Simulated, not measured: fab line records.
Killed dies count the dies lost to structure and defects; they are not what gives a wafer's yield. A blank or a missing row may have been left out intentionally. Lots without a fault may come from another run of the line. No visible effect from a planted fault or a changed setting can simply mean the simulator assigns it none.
fab line records    flow sky130
record lots=12  wafers=36  lastDay=50
route steps=708 shown SD_N@358 LI_CONTACT@377 LOCAL_INTERCONNECT@388 PAD_OPEN@708
lots untouched by any fault: they come from a run of this same line in which no faults occurred
startH: the number of hours between the record's first day and the start of the first shown wafer of the lot    waitH: time in hours since the lot's previous step    " identical to the entry in the row above    L1.1+2: a row that stands for several wafers    - either no value or no given start    * or withheld: withheld    < > ~ a bound
route shown NAME@n: a module of which the file shows steps, and the number in the route of the first    usual: mean/standard deviation of fault-free wafers    same: alike in all rows    chamber/n: place in a boat    sites: per-site readings    _std_site: how widely they spread, as a standard deviation    _edge_site: outer sites' mean less inner sites'    radiusMm: how far each site lies from the wafer's centre    mask NAME#n: copy n    behind: the tool/chamber that last shaped the wafer    hold: reason for holding the lot/hours on hold/outcome of the hold    device: names the non-switching transistor (n, p or np)    end of line: the tests these same wafers got at the end of their route    a step with no rows: only its recipe    killed: count of dies lost to structure and defects at first sort (not the wafer's yield)    map: a wafer's dies, marking killed ones x, the rest . and places with no die _
set.NAME: setting as actually run; set.NAME@STEP: the setting as run at that earlier step    model.NAME: the simulator's own value behind a step, which no gauge read
steps of the route over a sample of lots; a table a step, a row a wafer
services: the hour from which a tool's chamber was out of use, counted from the record's first day as startH (under 0 if before that day), plus the number of hours and why
## steps
# step SKY_SD_N_RS_MEAS_16
# recipe thkMeasGauge=four-point-probe
# usual SD_N_RS=68.63/0.1
lot.wafer  tool          chamber  startH  waitH  SD_N_RS[ohm/sq]
L150.2     filmMetro-04  -        649.68  0.1    68.51
L150.3     "             -        "       "      68.83
L150.6     "             -        "       "      68.70
L151.3     filmMetro-01  -        661.38  0.1    68.72
L151.5     "             -        "       "      68.71
L151.6     "             -        "       "      68.50
L152.2     filmMetro-04  -        678.68  0.1    68.58
L152.3     "             -        "       "      68.50
L152.5     "             -        "       "      68.69
L154.2     filmMetro-04  -        691.68  0.1    68.71
L154.4     "             -        "       "      68.70
L154.6     "             -        "       "      68.63
L155.3     filmMetro-03  -        704.31  0.1    68.70
L155.4     "             -        "       "      68.75
L155.5     "             -        "       "      68.78
L157.1     filmMetro-01  -        717.97  0.1    68.67
L157.3     "             -        "       "      68.79
L157.5     "             -        "       "      68.80
L164.1     filmMetro-04  -        768.27  0.1    68.60
L164.2     "             -        "       "      68.60
L164.4     "             -        "       "      68.64
L166.3     filmMetro-01  -        784.51  0.1    68.58
L166.4     "             -        "       "      68.68
L166.6     "             -        "       "      68.67
L167.2     filmMetro-03  -        789.89  0.1    68.59
L167.4     "             -        "       "      68.75
L167.6     "             -        "       "      68.54
L168.2     filmMetro-03  -        799.60  0.1    68.73
L168.3     "             -        "       "      68.64
L168.4     "             -        "       "      68.71
L170.3     filmMetro-03  -        811.96  0.1    68.77
L170.4     "             -        "       "      68.81
L170.5     "             -        "       "      68.46
L172.1     filmMetro-04  -        824.53  0.1    68.52
L172.3     "             -        "       "      68.59
L172.4     "             -        "       "      68.61
# step SKY_LI_CONTACT_ETCH_15
# recipe target=PSG  chemistry=C4F8/O2/Ar  stopOn=Si  taperDeg=4.15  maskMaterial=KrF-thick  sourceW=1500  biasW=1200  pressureMtorr=40  c4f8FlowSccm=withheld  O2_flow_sccm=6  Ar_flow_sccm=300  timeS=withheld  targetDepthA=6000
# usual oesProductAu=0.837/0.0046  rfFwdPowerW=1493/5.4
lot.wafer  tool        chamber  startH  waitH  oesProductAu  rfFwdPowerW
L150.2     rieDiel-01  3        679.57  0.0    0.833         1495
L150.3     "           0        "       "      0.834         1497
L150.6     "           2        "       "      0.835         1497
L151.3     rieDiel-02  2        691.17  0.0    0.833         1482
L151.5     "           1        "       "      0.832         1491
L151.6     "           2        "       "      0.839         1485
L152.2     rieDiel-02  2        707.82  0.0    0.832         1483
L152.3     "           1        "       "      0.836         1494
L152.5     "           0        "       "      0.839         1493
L154.2     rieDiel-02  0        721.12  0.0    0.831         1509
L154.4     "           3        "       "      0.842         1494
L154.6     "           0        "       "      0.843         1499
L155.3     rieDiel-01  2        732.77  0.0    0.846         1491
L155.4     "           0        "       "      0.834         1495
L155.5     "           2        "       "      0.826         1492
L157.1     rieDiel-02  0        746.23  0.0    0.831         1492
L157.3     "           1        "       "      0.838         1490
L157.5     "           3        "       "      0.838         1480
L164.1     rieDiel-01  0        795.83  0.0    0.839         1493
L164.2     "           1        "       "      0.835         1492
L164.4     "           3        "       "      0.834         1487
L166.3     rieDiel-02  1        811.63  0.0    0.838         1487
L166.4     "           3        "       "      0.832         1493
L166.6     "           1        "       "      0.831         1498
L167.2     rieDiel-03  0        815.82  0.0    0.834         1492
L167.4     "           0        "       "      0.841         1490
L167.6     "           1        "       "      0.842         1490
L168.2     rieDiel-02  0        826.52  0.0    0.835         1491
L168.3     "           1        "       "      0.841         1494
L168.4     "           2        "       "      0.841         1482
L170.3     rieDiel-02  3        838.97  0.0    0.841         1500
L170.4     "           1        "       "      0.838         1496
L170.5     "           1        "       "      0.835         1491
L172.1     rieDiel-01  1        852.02  0.0    0.835         1496
L172.3     "           0        "       "      0.831         1496
L172.4     "           0        "       "      0.836         1481
# step SKY_LI_CONTACT_STRIP_16
# recipe chemistry=O2/N2  powerW=1400  pressureMtorr=1500  platenTempC=withheld  o2FlowSccm=3000  n2FlowSccm=300  overashFraction=0.5
# usual drypumpMotorCurrentA=5.8/0.47  oesProductAu=0.376/0.0049  stripTimeToEndpointS=3.49/0.034
lot.wafer  tool            chamber  startH  waitH  drypumpMotorCurrentA  oesProductAu  rfHoursCounterH  stripTimeToEndpointS
L150.2     plasmaAsher-02  1        679.66  -      5.7                   0.375         83               3.51
L150.3     "               0        "       "      6.4                   0.377         -                3.49
L150.6     "               0        "       "      6.5                   0.371         -                3.43
L151.3     plasmaAsher-02  0        691.29  -      6.4                   0.381         -                3.51
L151.5     "               1        "       "      5.8                   0.370         -                3.50
L151.6     "               0        "       "      6.4                   0.381         -                3.49
L152.2     plasmaAsher-01  1        707.91  -      5.6                   0.374         57               3.55
L152.3     "               1        "       "      5.6                   0.370         -                3.48
L152.5     "               0        "       "      5.1                   0.376         -                3.50
L154.2     plasmaAsher-02  0        721.20  -      6.4                   0.393         88               3.83
L154.4     "               1        "       "      5.8                   0.373         -                3.54
L154.6     "               1        "       "      5.7                   0.391         -                3.81
L155.3     plasmaAsher-03  0        732.89  -      6.3                   0.383         -                3.53
L155.4     "               1        "       "      5.4                   0.376         -                3.52
L155.5     "               0        "       "      6.3                   0.380         -                3.53
L157.1     plasmaAsher-02  1        746.32  -      5.8                   0.391         91               3.81
L157.3     "               1        "       "      5.7                   0.382         -                3.48
L157.5     "               0        "       "      6.4                   0.375         -                3.50
L164.1     plasmaAsher-03  1        795.92  -      5.4                   0.381         5                3.50
L164.2     "               0        "       "      6.3                   0.373         5                3.47
L164.4     "               0        "       "      6.3                   0.373         -                3.41
L166.3     plasmaAsher-03  0        811.75  -      6.2                   0.381         -                3.50
L166.4     "               1        "       "      5.4                   0.377         -                3.52
L166.6     "               0        "       "      6.3                   0.381         -                3.49
L167.2     plasmaAsher-01  0        815.91  -      5.0                   0.385         68               3.53
L167.4     "               0        "       "      5.0                   0.383         -                3.50
L167.6     "               1        "       "      5.6                   0.380         -                3.55
L168.2     plasmaAsher-03  0        826.61  -      6.3                   0.380         8                3.49
L168.3     "               1        "       "      5.4                   0.373         -                3.52
L168.4     "               0        "       "      6.3                   0.382         -                3.53
L170.3     plasmaAsher-01  1        839.09  -      5.6                   0.365         -                3.48
L170.4     "               0        "       "      5.1                   0.374         -                3.48
L170.5     "               1        "       "      5.6                   0.377         -                3.48
L172.1     plasmaAsher-01  0        852.11  -      5.1                   0.376         71               3.50
L172.3     "               1        "       "      5.6                   0.380         -                3.51
L172.4     "               0        "       "      5.0                   0.381         -                3.49
# step SKY_LI_CONTACT_CVD_21
# recipe material=W  targetThkNm=400  timeS=120.56  tempC=400  pressureTorr=41.4
# usual chamberPressureTorr=41.41/0.085  heaterPowerW=862/56
lot.wafer  tool     chamber  startH  waitH  chamberPressureTorr  heaterPowerW
L150.2     cvdW-01  1        680.09  0.0    41.42                864
L150.3     "        1        "       "      41.40                849
L150.6     "        1        "       "      41.24                825
L151.3     cvdW-01  0        691.73  0.1    41.38                798
L151.5     "        0        "       "      41.33                812
L151.6     "        1        "       "      41.49                835
L152.2     cvdW-01  0        708.34  0.0    41.37                811
L152.3     "        1        "       "      41.50                853
L152.5     "        1        "       "      41.34                832
L154.2     cvdW-01  0        721.66  0.0    41.45                824
L154.4     "        0        "       "      41.36                783
L154.6     "        0        "       "      41.44                825
L155.3     cvdW-01  0        733.33  0.1    41.56                784
L155.4     "        1        "       "      41.40                833
L155.5     "        1        "       "      41.43                864
L157.1     cvdW-02  1        746.75  0.0    41.46                936
L157.3     "        0        "       "      41.41                898
L157.5     "        1        "       "      41.36                946
L164.1     cvdW-02  1        796.35  0.0    41.27                951
L164.2     "        0        "       "      41.29                895
L164.4     "        0        "       "      41.30                910
L166.3     cvdW-02  0        812.19  0.1    41.39                901
L166.4     "        1        "       "      41.37                959
L166.6     "        1        "       "      41.35                942
L167.2     cvdW-01  1        816.34  0.0    41.25                843
L167.4     "        0        "       "      41.33                796
L167.6     "        0        "       "      41.24                800
L168.2     cvdW-02  1        827.04  0.0    41.33                960
L168.3     "        0        "       "      41.37                904
L168.4     "        1        "       "      41.34                946
L170.3     cvdW-01  0        839.53  0.1    41.61                806
L170.4     "        1        "       "      41.49                847
L170.5     "        0        "       "      41.42                799
L172.1     cvdW-01  0        852.54  0.0    41.41                798
L172.3     "        0        "       "      41.49                797
L172.4     "        1        "       "      41.34                845
# step SKY_LOCAL_INTERCONNECT_RS_MEAS_01
# recipe thkMeasGauge=four-point-probe  reads=TiN_of_LOCAL_INTERCONNECT_SPUTTER_00
# usual LOCAL_INTERCONNECT_TIN_RS=14.09/0.14
lot.wafer  tool          chamber  startH  waitH  LOCAL_INTERCONNECT_TIN_RS[ohm/sq]
L150.2     filmMetro-03  -        680.78  0.1    14.00
L150.3     "             -        "       "      13.93
L150.6     "             -        "       "      13.92
L151.3     filmMetro-03  -        692.40  0.1    14.21
L151.5     "             -        "       "      14.06
L151.6     "             -        "       "      14.24
L152.2     filmMetro-04  -        709.03  0.1    14.32
L152.3     "             -        "       "      14.36
L152.5     "             -        "       "      14.43
L154.2     filmMetro-04  -        722.35  0.1    14.01
L154.4     "             -        "       "      14.02
L154.6     "             -        "       "      13.94
L155.3     filmMetro-03  -        733.99  0.1    14.09
L155.4     "             -        "       "      14.34
L155.5     "             -        "       "      14.00
L157.1     filmMetro-03  -        747.42  0.0    14.14
L157.3     "             -        "       "      14.04
L157.5     "             -        "       "      14.29
L164.1     filmMetro-03  -        797.02  0.0    14.30
L164.2     "             -        "       "      14.27
L164.4     "             -        "       "      14.27
L166.3     filmMetro-04  -        812.86  0.1    13.90
L166.4     "             -        "       "      14.17
L166.6     "             -        "       "      14.11
L167.2     filmMetro-03  -        817.03  0.1    13.94
L167.4     "             -        "       "      14.12
L167.6     "             -        "       "      14.21
L168.2     filmMetro-02  -        827.73  0.1    14.06
L168.3     "             -        "       "      13.94
L168.4     "             -        "       "      14.14
L170.3     filmMetro-03  -        840.20  0.1    14.13
L170.4     "             -        "       "      14.06
L170.5     "             -        "       "      14.22
L172.1     filmMetro-02  -        853.21  0.0    13.79
L172.3     "             -        "       "      13.93
L172.4     "             -        "       "      13.85
# step SKY_PAD_OPEN_PROBE_99
# usual killed_at_M0_to_M3=44/7  killed_at_M4_up=3.0/1.8  killedAtContacts=24/4.9  killedAtFrontEnd=15/5  killedAtOther=0.2/0.53  killedDies=87/8.7  killedOpen=48/6.8  killedShort=39/5.7
# same grossDies=492  killedAtBackSide=0
lot.wafer  tool       chamber  startH   waitH  killed_at_M0_to_M3  killed_at_M4_up  killedAtContacts  killedAtFrontEnd  killedAtOther  killedDies  killedOpen  killedShort
L150.2     prober-02  -        1075.60  0.1    42                  7                29                22                0              100         51          49
L150.3     prober-02  -        1075.65  0.2    46                  5                28                24                0              103         53          50
L150.6     prober-02  -        1075.80  0.2    36                  2                26                14                0              78          39          39
L151.3     prober-01  -        1087.80  0.2    30                  6                25                9                 0              70          35          35
L151.5     prober-01  -        1087.90  0.2    34                  2                21                14                1              72          43          29
L151.6     prober-01  -        1087.95  0.2    38                  4                27                17                2              88          49          39
L154.2     prober-02  -        1107.02  0.1    39                  2                27                12                0              80          41          39
L154.4     prober-02  -        1107.12  0.2    47                  3                16                8                 0              74          41          33
L154.6     prober-02  -        1107.22  0.2    37                  1                25                32                0              95          60          34
L157.1     prober-01  -        1127.69  0.1    36                  1                26                24                0              87          47          40
L157.3     prober-01  -        1127.79  0.2    36                  2                23                19                0              80          40          40
L157.5     prober-01  -        1127.89  0.2    49                  1                24                13                0              87          47          40
L172.1     prober-02  -        1199.49  0.1    40                  2                29                20                0              91          49          42
L172.3     prober-02  -        1199.59  0.2    42                  2                29                12                2              87          46          41
L172.4     prober-02  -        1199.64  0.2    48                  3                37                21                0              109         56          53
# killed by level:class
L150.2 VIA1:geometricParticle:open=12 CONTACT:geometricParticle:open=9 POLY_GATE:geometricParticle:short=7 LI_CONTACT:geometricParticle:open=6 VIA2:geometricParticle:open=6 LOCAL_INTERCONNECT:geometricParticle:short=5 CONTACT:geometricParticle:short=5 VIA1:geometricParticle:short=5
L150.3 CONTACT:geometricParticle:open=13 VIA1:geometricParticle:open=10 VIA2:geometricParticle:open=7 FIELD_ISO:geometricParticle:open=6 POLY_GATE:geometricParticle:short=6 CONTACT:geometricParticle:short=6 METAL1:geometricParticle:short=6 VIA1:geometricParticle:short=6
L150.6 LI_CONTACT:geometricParticle:open=8 CONTACT:geometricParticle:open=8 VIA1:geometricParticle:open=7 FIELD_ISO:geometricParticle:short=6 VIA1:geometricParticle:short=5 VIA2:geometricParticle:open=5 VIA2:geometricParticle:short=5 LI_CONTACT:geometricParticle:short=4
L151.3 CONTACT:geometricParticle:open=12 VIA1:geometricParticle:open=9 METAL2:geometricParticle:short=5 METAL4:geometricParticle:short=5 FIELD_ISO:geometricParticle:short=4 LOCAL_INTERCONNECT:geometricParticle:short=4 CONTACT:geometricParticle:short=4 LI_CONTACT:geometricParticle:open=3
L151.5 CONTACT:geometricParticle:open=8 VIA1:geometricParticle:open=8 LI_CONTACT:geometricParticle:open=7 FIELD_ISO:geometricParticle:short=5 VIA1:geometricParticle:short=4 METAL2:geometricParticle:short=4 VIA2:geometricParticle:open=4 VIA3:geometricParticle:open=4
L151.6 CONTACT:geometricParticle:open=10 LI_CONTACT:geometricParticle:open=8 FIELD_ISO:geometricParticle:short=6 METAL1:geometricParticle:short=6 VIA1:geometricParticle:open=6 FIELD_ISO:geometricParticle:open=5 VIA1:geometricParticle:short=5 VIA2:geometricParticle:open=5
L154.2 VIA1:geometricParticle:open=10 CONTACT:geometricParticle:short=9 CONTACT:geometricParticle:open=6 VIA2:geometricParticle:open=5 VIA3:geometricParticle:open=5 POLY_GATE:geometricParticle:open=4 POLY_GATE:geometricParticle:short=4 LI_CONTACT:geometricParticle:open=4
L154.4 VIA2:geometricParticle:open=10 VIA1:geometricParticle:open=9 VIA1:geometricParticle:short=8 CONTACT:geometricParticle:open=7 METAL1:geometricParticle:short=6 VIA3:geometricParticle:open=5 LI_CONTACT:geometricParticle:open=4 CONTACT:geometricParticle:short=3
L154.6 VIA1:geometricParticle:open=12 VIA2:geometricParticle:open=9 POLY_GATE:geometricParticle:open=8 LI_CONTACT:geometricParticle:open=7 FIELD_ISO:geometricParticle:short=5 FIELD_ISO:geometricParticle:open=5 POLY_GATE:geometricParticle:short=5 CONTACT:geometricParticle:short=5
L157.1 CONTACT:geometricParticle:open=11 VIA1:geometricParticle:open=9 METAL2:geometricParticle:short=8 POLY_GATE:geometricParticle:short=7 FIELD_ISO:geometricParticle:open=5 POLY_GATE:geometricParticle:open=5 LI_CONTACT:geometricParticle:open=5 VIA1:geometricParticle:short=5
L157.3 CONTACT:geometricParticle:short=8 POLY_GATE:geometricParticle:open=7 LI_CONTACT:geometricParticle:open=7 FIELD_ISO:geometricParticle:open=6 VIA1:geometricParticle:short=6 METAL2:geometricParticle:short=5 POLY_GATE:geometricParticle:short=4 VIA2:geometricParticle:open=4
L157.5 VIA1:geometricParticle:open=11 CONTACT:geometricParticle:open=7 VIA3:geometricParticle:open=7 VIA2:geometricParticle:open=7 FIELD_ISO:geometricParticle:short=6 CONTACT:geometricParticle:short=6 METAL2:geometricParticle:short=6 METAL2:geometricParticle:open=6
L172.1 CONTACT:geometricParticle:open=11 LI_CONTACT:geometricParticle:open=8 VIA3:geometricParticle:open=7 FIELD_ISO:geometricParticle:open=6 POLY_GATE:geometricParticle:short=6 METAL1:geometricParticle:short=6 VIA1:geometricParticle:open=6 METAL2:geometricParticle:short=6
L172.3 CONTACT:geometricParticle:open=11 VIA2:geometricParticle:open=11 LI_CONTACT:geometricParticle:open=6 VIA2:geometricParticle:short=6 VIA1:geometricParticle:open=6 CONTACT:geometricParticle:short=5 METAL1:geometricParticle:short=5 VIA3:geometricParticle:open=4
L172.4 CONTACT:geometricParticle:open=13 VIA1:geometricParticle:short=13 CONTACT:geometricParticle:short=11 FIELD_ISO:geometricParticle:short=8 FIELD_ISO:geometricParticle:open=8 LI_CONTACT:geometricParticle:open=8 VIA1:geometricParticle:open=6 VIA2:geometricParticle:open=6
## services
tool            chamber  startH  hours  kind
rieDiel-01      1        658.91  12.7   repair
rieDiel-01      2        685.24  14.9   repair
plasmaAsher-03  -        686.24  0.8    repair
rieDiel-03      0        688.24  3.9    repair
rieDiel-01      2        700.16  -      clean
rieDiel-01      2        700.16  27.8   scheduledDown
rieDiel-03      1        703.76  5.2    repair
plasmaAsher-03  -        711.85  7.6    repair
rieDiel-03      -        721.69  0.6    repair
rieDiel-03      0        726.91  3.0    repair
plasmaAsher-03  -        733.75  9.0    pm
rieDiel-03      -        742.48  1.0    repair
rieDiel-03      2        747.74  5.2    repair
rieDiel-02      -        782.14  14.6   pm
plasmaAsher-01  -        786.97  1.5    repair
cvdW-01         -        794.01  3.4    repair
plasmaAsher-02  -        797.28  6.6    repair
rieDiel-01      3        805.35  5.3    repair
plasmaAsher-02  -        806.55  0.7    repair
rieDiel-02      2        809.07  3.5    repair
plasmaAsher-02  -        814.75  4.6    repair
plasmaAsher-02  -        836.99  0.7    repair
rieDiel-01      2        839.68  6.2    repair
rieDiel-01      3        845.38  7.9    repair
## key
firstSign step=SKY_LI_CONTACT_STRIP_16  reading=stripTimeToEndpointS  direction=up  sigmas=9.5  usual=*  struck=*
effect step=SKY_LI_CONTACT_STRIP_16  reading=oesProductAu  direction=up  sigmas=3.2  usual=0.376  struck=0.392
metAt SKY_LI_CONTACT_ETCH_15
struckLots L154,L157
struckWafers L154.2,L154.6,L157.1
testerLeftOut L154,L157
notActingAt SKY_SD_N_RS_MEAS_16,SKY_LI_CONTACT_CVD_21,SKY_LOCAL_INTERCONNECT_RS_MEAS_01
onsetBetween 707.82 721.12
fault kind=processParameterDrift  tool=rieDiel-02  chamber=0  onsetH=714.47  steps=SKY_LI_CONTACT_ETCH_15  channel=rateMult  offset=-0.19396  shape=step  endH=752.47
# testerLeftOut: of these lots the tester's yield and bins aren't shown, on N5 and GAA mostly nor the transistor test; their killed dies are dies lost to structure and defects alone, not to doping, threshold or leakage, so they don't give the yield
